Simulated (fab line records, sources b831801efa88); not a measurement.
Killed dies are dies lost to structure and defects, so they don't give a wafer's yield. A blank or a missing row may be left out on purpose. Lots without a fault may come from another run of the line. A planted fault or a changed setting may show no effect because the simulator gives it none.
Split-lot experiment | flow sky130 | 5 lots, 23 wafers read, on a route of 708 steps

THE SPLIT
At SKY_SONOS_ONO_COAT_08 (resist thk 1140 nm), the setting resist_thk_nm was moved away from the recipe's 1140 nm on 9 of the 23 wafers read, by -3.7% to +5.9%. The other wafers ran this setting at the recipe's value.

FROM THE SPLIT TO THE READING: what the file shows between them, 4 steps
- SKY_SONOS_ONO_SOFTBAKE_09: time 60 s
- SKY_SONOS_ONO_EXPOSE_10: exposes mask ONOM, target cd 410 nm
- SKY_SONOS_ONO_PEB_11
- SKY_SONOS_ONO_DEVELOP_12: develop time 60 s

THE READING
cd_nm, in nm, at SKY_SONOS_ONO_CD_MEAS_13 (target cd 410 nm). Fault-free wafers of this fab line usually give 409.8 nm, standard deviation 1.9 nm.

wafer  | tool, chamber at the split | resist_thk_nm as run, nm | against the recipe | cd_nm, nm | against lot-mates on the recipe
L075.1 | litho_track-02, 0          | 1140                     | recipe             | 406.6     | -
L075.2 | litho_track-02, 0          | 1140                     | recipe             | 409.5     | -
L075.5 | litho_track-02, 0          | 1140                     | recipe             | 408.5     | -
L076.1 | litho_track-02, 0          | 1098                     | -3.7%              | 402.8     | -5.0
L076.3 | litho_track-02, 0          | 1140                     | recipe             | 408.4     | -
L076.4 | litho_track-02, 0          | 1140                     | recipe             | 408.1     | -
L076.5 | litho_track-02, 0          | 1098                     | -3.7%              | 406.1     | -1.7
L076.6 | litho_track-02, 0          | 1140                     | recipe             | 406.9     | -
L077.1 | litho_track-03, 0          | 1140                     | recipe             | 409.9     | -
L077.2 | litho_track-03, 0          | 1113                     | -2.4%              | 407.5     | -2.6
L077.3 | litho_track-03, 0          | 1140                     | recipe             | 408.7     | -
L077.5 | litho_track-03, 0          | 1140                     | recipe             | 411.8     | -
L077.6 | litho_track-03, 0          | 1113                     | -2.4%              | 408.3     | -1.8
L082.1 | litho_track-02, 0          | 1207                     | +5.9%              | 415.6     | +7.1
L082.2 | litho_track-02, 0          | 1207                     | +5.9%              | 412.8     | +4.3
L082.4 | litho_track-02, 0          | 1207                     | +5.9%              | 414.3     | +5.8
L082.5 | litho_track-02, 0          | 1140                     | recipe             | 409.2     | -
L082.6 | litho_track-02, 0          | 1140                     | recipe             | 407.9     | -
L083.1 | litho_track-02, 0          | 1140                     | recipe             | 413.3     | -
L083.3 | litho_track-02, 0          | 1204                     | +5.6%              | 417.2     | +3.9
L083.4 | litho_track-02, 0          | 1140                     | recipe             | 413.1     | -
L083.5 | litho_track-02, 0          | 1204                     | +5.6%              | 418.2     | +4.9
L083.6 | litho_track-02, 0          | 1140                     | recipe             | 413.6     | -

THE FIT
A straight line over all 23 wafers: cd_nm changes by +1.07 nm for each +1% of resist_thk_nm; r = +0.82; the points scatter about the line by 2.2 nm.
The same after taking each lot's own level away (the mean of its wafers on the recipe; 23 wafers): +0.902 nm for each +1%; r = +0.93; scatter 1 nm.
On that fit, the largest move of resist_thk_nm shifts the reading by 5.3 nm.
The lots' own levels span 407.80 to 413.33 nm, that is 2.9 times the standard deviation above.
So the lot-to-lot level changes the slope: the two fits differ.
Check: with one of the wafers moved furthest among these (+5.9%) left out of the fit, the line predicts +4.89 nm for it against its lot-mates. It came out at +7.05 nm against them.

OTHER SPLITS ON THESE WAFERS
These wafers also went through other splits before the reading. Each is held against what the fit with the lots' levels taken away leaves over:
other split on the same wafers           | wafers away from the commonest value | r with cd_nm (lot level and that fit taken away)
SKY_FIELD_ISO_COAT_07 spin_rpm           | 9                                    | -0.02
SKY_NWELL_IMPLANT_12 energy_kev          | 8                                    | +0.41
SKY_NWELL_STRIP_14 overash_fraction      | 5                                    | -0.39
SKY_VT_ADJUST_HVTP_IMPLANT_09 dose_cm2   | 6                                    | +0.25
SKY_VT_ADJUST_LVTN_EXPOSE_15 dose_mj     | 8                                    | +0.20
SKY_VT_ADJUST_HVTR_COAT_02 resist_thk_nm | 9                                    | -0.01
SKY_VT_ADJUST_HVTR_IMPLANT_09 energy_kev | 9                                    | -0.10
SKY_VT_ADJUST_PCH_STRIP_09 power_w       | 5                                    | -0.36
SKY_SONOS_TUNNEL_IMPLANT_09 energy_kev   | 9                                    | +0.13
SKY_SONOS_ONO_CVD_04 pressure_mtorr      | 18                                   | +0.10

THE WHOLE CHAIN: every reading that the file lists as answering this split, in the file's order
step                     | what it does                                                       | reading                                                                              | change (the file's fit)               | r (the file's)
SKY_SONOS_ONO_COAT_08    | resist thk 1140 nm                                                 | NOVOLAK_of_SONOS_ONO_COAT_08.thk_nm (the simulator's own value, which no gauge read) | +11.5 nm for each +1% of the setting  | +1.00
SKY_SONOS_ONO_CD_MEAS_13 | target cd 410 nm                                                   | cd_nm                                                                                | +0.888 nm for each +1% of the setting | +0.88
SKY_SONOS_ONO_ETCH_15    | etches the open film in CHF3/O2, target depth 19.52 nm, time 7.8 s | SONOS_ONO.cd_nm (the simulator's own value, which no gauge read)                     | +0.887 nm for each +1% of the setting | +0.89
SKY_SONOS_ONO_STRIP_17   | strips in O2/N2                                                    | strip_time_to_endpoint_s                                                             | withheld for each +1% of the setting  | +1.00

THE FILE'S OWN FIT
cd_nm changes by +0.888 nm for each +1% of resist_thk_nm, r = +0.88.
